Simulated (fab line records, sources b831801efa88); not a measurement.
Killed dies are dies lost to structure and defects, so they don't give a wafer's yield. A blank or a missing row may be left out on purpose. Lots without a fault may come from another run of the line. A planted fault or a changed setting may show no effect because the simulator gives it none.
fab line records | flow sky130
record lots=6 wafers=18 last_day=50
route steps=708 shown METAL3@556 PAD_OPEN@708
lots that met no fault: from a run of the same line without faults
start_h: hours from the record's first day to the start of the lot's first wafer shown | wait_h: hours since the lot's step before | " the same as in the row above | L1.1+2: a row that stands for several wafers | - no value, or no start given | * or withheld: withheld | < > ~ a bound
route shown NAME@n: a module of which the file shows steps, and the number in the route of the first | usual: mean/standard deviation of fault-free wafers | same: alike in all rows | chamber/n: place in a boat | sites: the reading at each site | _std_site: their standard deviation | _edge_site: outer sites' mean less inner sites' | radius_mm: how far each site lies from the wafer's centre | mask NAME#n: copy n | behind: the tool/chamber that last shaped the wafer | hold: why the lot was held/for how many hours/how that ended | device: the transistor (n, p or np) that didn't switch | end of line: the same wafers' tests at the end of the route | a step without rows: its recipe alone | killed: dies lost to structure and defects at the first sort, not the wafer's yield | map: a wafer's dies, x killed, . not, _ none there
set.NAME: the setting as run; set.NAME@STEP: as run at that earlier step | model.NAME: the simulator's own value behind a step, which no gauge read
lots at some steps of the route; a table a step, a row a wafer
services: from which hour (start_h, from the record's first day; less than 0 if before it) a tool's chamber was out of use, for how many hours, and why
## steps
# step SKY_METAL3_HMDS_06
# recipe prime_time_s=60 prime_temp_c=120
# step SKY_METAL3_COAT_07
# recipe resist=BARC temp_c=withheld time_s=withheld spin_rpm=3000 resist_thk_nm=60
# step SKY_METAL3_COAT_08
# recipe resist=KrF-thick spin_rpm=3000 resist_thk_nm=1140
# step SKY_METAL3_SOFTBAKE_09
# recipe temp_c=100 time_s=90 resist=KrF-thick
# step SKY_METAL3_EXPOSE_10
# recipe mask_id=MM3 na=0.68 source_shape=annular sigma_inner=0.4 sigma_outer=0.8 target_cd_nm=300 dose_mj=28
# step SKY_METAL3_PEB_11
# recipe peb_temp_c=withheld peb_time_s=withheld resist=KrF-thick
# step SKY_METAL3_DEVELOP_12
# recipe develop_time_s=60 resist=KrF-thick dev_temp_c=21
# step SKY_METAL3_CD_MEAS_13
# recipe target_cd_nm=300
# usual cd_nm=300.6/1.3
# columns lot.wafer tool chamber start_h wait_h cd_nm
L580.1 cd_sem-01 - 921.16 - 298.0
L580.4 " - " " 297.4
L580.6 " - " " 298.6
L581.2 cd_sem-02 - 926.78 - 299.8
L581.5 " - " " 300.5
L581.6 " - " " 300.2
L587.2 cd_sem-02 - 968.63 - 300.6
L587.4 " - " " 300.1
L587.5 " - " " 301.0
L596.2 cd_sem-02 - 1029.13 - 298.1
L596.4 " - " " 299.2
L596.6 " - " " 299.8
L599.2 cd_sem-02 - 1047.38 - 302.3
L599.3 " - " " 299.9
L599.6 " - " " 301.9
L601.1 cd_sem-02 - 1057.61 - 302.1
L601.2 " - " " 301.8
L601.4 " - " " 302.7
# step SKY_METAL3_OVL_MEAS_14
# usual METAL3_OVL=-1/5.3
# columns lot.wafer tool chamber start_h wait_h METAL3_OVL[nm]
L580.1 overlay-01 - 921.28 0.1 -5
L580.4 " - " " -4
L580.6 " - " " -5
L581.2 overlay-01 - 926.88 0.1 6
L581.5 " - " " -4
L581.6 " - " " 6
L587.2 overlay-02 - 968.73 0.1 -7
L587.4 " - " " -11
L587.5 " - " " -1
L596.2 overlay-01 - 1029.23 0.1 2
L596.4 " - " " 5
L596.6 " - " " 0
L599.2 overlay-01 - 1047.48 0.1 2
L599.3 " - " " 3
L599.6 " - " " 2
L601.1 overlay-01 - 1057.73 0.1 3
L601.2 " - " " -6
L601.4 " - " " 4
# step SKY_METAL3_DESCUM_15
# recipe chemistry=O2 source_power_w=150 bias_power_w=0 pressure_mtorr=10 temp_c=40 time_s=8
# usual drypump_motor_current_A=5.6/0.37 oes_product_au=1.001/0.012
# same time_s=8
# columns lot.wafer tool chamber start_h wait_h drypump_motor_current_A oes_product_au rf_hours_counter_h
L580.1 rie_metal-01 0 921.31 0.0 5.8 0.995 15
L580.4 " 0 " " 5.8 0.999 -
L580.6 " 1 " " 5.5 1.006 -
L581.2 rie_metal-01 0 926.91 0.0 5.8 1.002 16
L581.5 " 1 " " 5.5 1.001 -
L581.6 " 0 " " 5.9 1.005 -
L587.2 rie_metal-03 0 968.76 0.0 5.5 0.997 5
L587.4 " 1 " " 5.3 1.000 -
L587.5 " 1 " " 5.3 1.000 -
L596.2 rie_metal-03 0 1029.27 0.0 5.5 0.994 -
L596.4 " 0 " " 5.5 0.993 -
L596.6 " 0 " " 5.5 0.988 -
L599.2 rie_metal-03 1 1047.51 0.0 5.3 1.010 0
L599.3 " 1 " " 5.3 1.006 -
L599.6 " 1 " " 5.3 1.010 -
L601.1 rie_metal-03 0 1057.76 0.0 5.5 0.977 10
L601.2 " 1 " " 5.3 0.997 1
L601.4 " 0 " " 5.5 0.974 -
# step SKY_METAL3_ETCH_16
# recipe chemistry=N2/H2 target=BARC ion_energy_ev=200 bias_w=100 pressure_mtorr=30 n2_flow_sccm=100 h2_flow_sccm=200 icp_w=500 stop_on=SiO2 time_s=88.2 target_depth_a=600
# usual drypump_motor_current_A=5.6/0.37 oes_product_au=0.625/0.0048 throttle_valve_pct=13.205/0.0086
# same time_s=88.2
# columns lot.wafer tool chamber start_h wait_h drypump_motor_current_A oes_product_au rf_hours_counter_h throttle_valve_pct
L580.1 rie_metal-01 0 921.34 0.0 5.8 0.629 15 13.209
L580.4 " 0 " " 5.9 0.622 - 13.203
L580.6 " 1 " " 5.6 0.623 - 13.199
L581.2 rie_metal-01 0 926.94 0.0 5.8 0.621 16 13.191
L581.5 " 1 " " 5.5 0.631 - 13.220
L581.6 " 0 " " 5.8 0.624 - 13.225
L587.2 rie_metal-03 0 968.80 0.0 5.5 0.624 5 13.197
L587.4 " 1 " " 5.3 0.629 - 13.212
L587.5 " 1 " " 5.3 0.623 - 13.196
L596.2 rie_metal-03 0 1029.36 0.1 5.5 0.629 - 13.201
L596.4 " 0 " " 5.5 0.624 - 13.210
L596.6 " 0 " " 5.5 0.630 - 13.192
L599.2 rie_metal-03 1 1047.54 0.0 5.3 0.620 0 13.202
L599.3 " 1 " " 5.3 0.626 - 13.219
L599.6 " 1 " " 5.3 0.621 - 13.194
L601.1 rie_metal-03 0 1057.79 0.0 5.5 0.623 10 13.206
L601.2 " 1 " " 5.3 0.626 1 13.197
L601.4 " 0 " " 5.5 0.627 - 13.220
# step SKY_METAL3_ETCH_17
# recipe target=SiO2 stop_on=TiN chemistry=C4F8/O2/Ar source_w=1500 bias_w=1200 pressure_mtorr=40 c4f8_flow_sccm=withheld O2_flow_sccm=6 Ar_flow_sccm=300 time_s=3.9 target_depth_a=150
# usual oes_product_au=0.754/0.0069
# same time_s=3.9
# columns lot.wafer tool chamber start_h wait_h oes_product_au rf_hours_counter_h
L580.1 rie_diel-04 2 921.44 0.1 0.751 5
L580.4 " 3 " " 0.754 18
L580.6 " 2 " " 0.765 -
L581.2 rie_diel-02 1 927.04 0.1 0.754 3
L581.5 " 0 " " 0.761 -
L581.6 " 1 " " 0.753 -
L587.2 rie_diel-03 1 968.94 0.1 0.751 16
L587.4 " 2 " " 0.750 21
L587.5 " 3 " " 0.755 -
L596.2 rie_diel-04 2 1029.52 0.1 0.750 8
L596.4 " 3 " " 0.757 22
L596.6 " 3 " " 0.755 -
L599.2 rie_diel-04 0 1047.64 0.1 0.734 21
L599.3 " 3 " " 0.746 23
L599.6 " 2 " " 0.746 -
L601.1 rie_diel-03 1 1057.89 0.1 0.750 19
L601.2 " 2 " " 0.748 24
L601.4 " 0 " " 0.759 10
# step SKY_METAL3_METAL_ETCH_18
# recipe target_depth_a=8450 stop_on=SiO2 over_etch_frac=0.3 time_s=183.1 chemistry=Cl2/BCl3 resist_sidewall_deg=88 pressure_mtorr=10 icp_w=900 bias_w=48.5 Cl2_flow_sccm=60 bcl3_flow_sccm=30
# usual drypump_motor_current_A=5.6/0.41 mfc_cl2_sccm=60.01/0.16 oes_product_au=0.864/0.006 over_etch_frac=0.3/0 throttle_valve_pct=22.265/0.0088
# same time_s=183.1
# columns lot.wafer tool chamber start_h wait_h drypump_motor_current_A mfc_cl2_sccm oes_product_au over_etch_frac rf_hours_counter_h throttle_valve_pct model.KrF-thick_of_METAL3_COAT_08.thk_nm
L580.1 rie_metal-04 0 921.46 0.0 6.4 60.02 0.857 0.3 19 22.266 530.6
L580.4 " 1 " " 5.3 59.91 0.870 0.3 - 22.268 516.4
L580.6 " 1 " " 5.3 59.97 0.853 0.3 - 22.257 518.4
L581.2 rie_metal-04 0 927.06 0.0 6.5 59.91 0.835 0.38609 19 22.260 496.6
L581.5 " 0 " " 6.5 59.87 0.839 0.38609 - 22.264 489.6
L581.6 " 1 " " 5.3 59.91 0.844 0.38609 - 22.285 479.5
L587.2 rie_metal-04 1 968.95 0.0 5.3 60.26 0.826 0.38609 17 22.280 475.3
L587.4 " 1 " " 5.3 60.00 0.830 0.38609 - 22.259 478.5
L587.5 " 1 " " 5.3 60.30 0.829 0.38609 - 22.264 469.5
L596.2 rie_metal-04 1 1029.60 0.1 5.3 60.05 0.869 0.3 - 22.262 507.3
L596.4 " 1 " " 5.3 60.22 0.852 0.3 - 22.261 509.2
L596.6 " 1 " " 5.3 60.16 0.863 0.3 - 22.256 507.4
L599.2 rie_metal-01 1 1047.66 0.0 5.5 59.78 0.869 0.3 22 22.266 516
L599.3 " 0 " " 5.9 59.85 0.861 0.3 - 22.266 511.2
L599.6 " 0 " " 5.9 59.71 0.874 0.3 - 22.266 512.7
L601.1 rie_metal-04 1 1057.91 0.0 5.3 60.01 0.868 0.3 23 22.267 509.3
L601.2 " 0 " " 6.5 60.07 0.861 0.3 5 22.275 536.6
L601.4 " 0 " " 6.4 60.04 0.858 0.3 - 22.274 540.7
# step SKY_METAL3_STRIP_19
# recipe chemistry=O2/N2 power_w=1400 pressure_mtorr=1500 platen_temp_c=withheld o2_flow_sccm=3000 n2_flow_sccm=300 overash_fraction=0.5
# usual drypump_motor_current_A=5.9/0.41 oes_product_au=0.501/0.0057 strip_time_to_endpoint_s=6.52/0.1
# columns lot.wafer tool chamber start_h wait_h drypump_motor_current_A oes_product_au rf_hours_counter_h strip_time_to_endpoint_s
L580.1 plasma_asher-01 0 921.64 0.1 5.9 0.508 19 6.56
L580.4 " 1 " " 5.7 0.497 - 6.42
L580.6 " 0 " " 5.9 0.500 - 6.45
L581.2 plasma_asher-02 1 927.24 0.1 4.9 0.487 80 6.24
L581.5 " 1 " " 4.9 0.479 - 6.15
L581.6 " 0 " " 6.5 0.487 - 6.05
L587.2 plasma_asher-02 0 969.13 0.1 6.5 0.483 84 6.00
L587.4 " 1 " " 4.9 0.487 - 6.04
L587.5 " 1 " " 4.9 0.481 - 5.94
L596.2 plasma_asher-03 0 1029.90 0.2 6.1 0.486 122 6.33
L596.4 " 0 " " 6.1 0.503 - 6.35
L596.6 " 1 " " 6.3 0.497 - 6.33
L599.2 plasma_asher-03 0 1047.84 0.1 6.1 0.496 124 6.41
L599.3 " 1 " " 6.3 0.499 - 6.38
L599.6 " 1 " " 6.3 0.487 - 6.38
L601.1 plasma_asher-01 1 1058.09 0.1 5.7 0.494 33 6.36
L601.2 " 0 " " 5.9 0.507 33 6.62
L601.4 " 0 " " 5.9 0.505 - 6.64
# step SKY_METAL3_STRIP_20
# recipe chemistry=post_etch_residue_remover time_s=1200 temp_c=72.5
# step SKY_PAD_OPEN_PROBE_99
# usual defect_limited_yield=82.5/1.9 killed_at_M0_to_M3=43/7.6 killed_at_M4_up=2.9/1.7 killed_at_contacts=24/5.5 killed_at_front_end=15/4.2 killed_at_other=0.3/0.52 killed_dies=86/9.4 killed_open=47/7 killed_short=39/6.4 sort_bin_3_pad_short=0.9/0.4 sort_bin_5_function=10.3/1.6 sort_bin_6_memory=6.2/1.1 sort_n_pass=406/9.4 sort_yield_pct=82.5/1.9
# same gross_dies=492 killed_at_back_side=0 sort_bin_4_leakage[%]=0 sort_bin_8_speed[%]=0
# columns lot.wafer tool chamber start_h wait_h defect_limited_yield[%] killed_at_M0_to_M3 killed_at_M4_up killed_at_contacts killed_at_front_end killed_at_other killed_dies killed_open killed_short sort_bin_3_pad_short[%] sort_bin_5_function[%] sort_bin_6_memory[%] sort_n_pass sort_yield_pct[%]
L601.1 prober-01 - 1198.83 0.1 81.7 42 3 20 25 0 90 51 38 1.0 10.4 6.9 402 81.7
L601.2 prober-01 - 1198.88 0.1 82.5 47 2 21 16 0 86 40 44 0.8 11.2 5.5 406 82.5
L601.4 prober-01 - 1198.98 0.2 84.3 47 3 12 15 0 77 40 37 0.4 10.0 5.3 415 84.3
# killed by level:class
L601.1 FIELD_ISO:geometric_particle:open=9 FIELD_ISO:geometric_particle:short=9 VIA1:geometric_particle:open=8 VIA3:geometric_particle:open=8 CONTACT:geometric_particle:open=6 LI_CONTACT:geometric_particle:open=5 LOCAL_INTERCONNECT:geometric_particle:short=5 VIA3:geometric_particle:short=5
L601.2 LI_CONTACT:geometric_particle:open=8 VIA1:geometric_particle:open=8 METAL1:geometric_particle:short=8 VIA3:geometric_particle:open=7 VIA1:geometric_particle:short=6 METAL2:geometric_particle:short=6 FIELD_ISO:geometric_particle:short=5 CONTACT:geometric_particle:open=5
L601.4 METAL2:geometric_particle:short=8 VIA3:geometric_particle:open=7 VIA1:geometric_particle:open=7 VIA2:geometric_particle:open=7 CONTACT:geometric_particle:short=6 METAL1:geometric_particle:short=6 FIELD_ISO:geometric_particle:open=5 POLY_GATE:geometric_particle:short=4
## services
# columns tool chamber start_h hours kind
rie_diel-03 1 909.95 8.0 repair
plasma_asher-03 - 931.66 2.8 pm
rie_metal-04 0 934.91 - clean
rie_metal-04 0 934.91 14.8 scheduled_down
rie_metal-04 0 934.91 14.8 vent_cycle
rie_metal-01 1 950.22 1.2 repair
plasma_asher-02 - 954.79 4.0 pm
plasma_asher-02 - 977.84 8.9 repair
rie_diel-03 3 982.77 10.1 repair
rie_diel-02 1 986.97 2.5 repair
rie_metal-03 0 1005.55 13.9 repair
rie_metal-03 - 1010.30 1.4 pm
rie_diel-04 2 1015.13 12.8 repair
rie_metal-01 0 1016.91 - clean
rie_metal-01 0 1016.91 17.6 scheduled_down
rie_metal-01 0 1016.91 17.6 vent_cycle
rie_diel-03 2 1019.87 11.3 repair
rie_metal-04 0 1027.82 21.8 repair
rie_metal-03 1 1028.12 - clean
rie_metal-03 1 1028.12 16.3 scheduled_down
rie_metal-03 1 1028.12 16.3 vent_cycle
rie_diel-02 3 1039.82 3.3 repair
rie_diel-02 3 1046.68 4.4 repair
plasma_asher-03 - 1055.25 9.0 pm
## key
first_sign step=SKY_METAL3_METAL_ETCH_18 reading=over_etch_frac direction=up sigmas=99+ usual=0.3 struck=0.38609
effect step=SKY_METAL3_METAL_ETCH_18 reading=oes_product_au direction=down sigmas=5 usual=0.864 struck=0.834
effect step=SKY_METAL3_STRIP_19 reading=strip_time_to_endpoint_s direction=down sigmas=4.4 usual=* struck=*
model_effect step=SKY_METAL3_METAL_ETCH_18 value=KrF-thick_of_METAL3_COAT_08.thk_nm without=518.5 struck=481.5
met_at SKY_METAL3_METAL_ETCH_18
struck_wafers L581.2,L581.5,L581.6,L587.2,L587.4,L587.5
onset_between 921.46 927.06
fault kind=process_parameter_drift tool=rie_metal-04 chamber=- onset_h=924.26 steps=SKY_METAL3_METAL_ETCH_18 channel=over_etch_frac offset=0.086088 shape=step end_h=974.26 acts_in=these_recipes_only stated=0.3
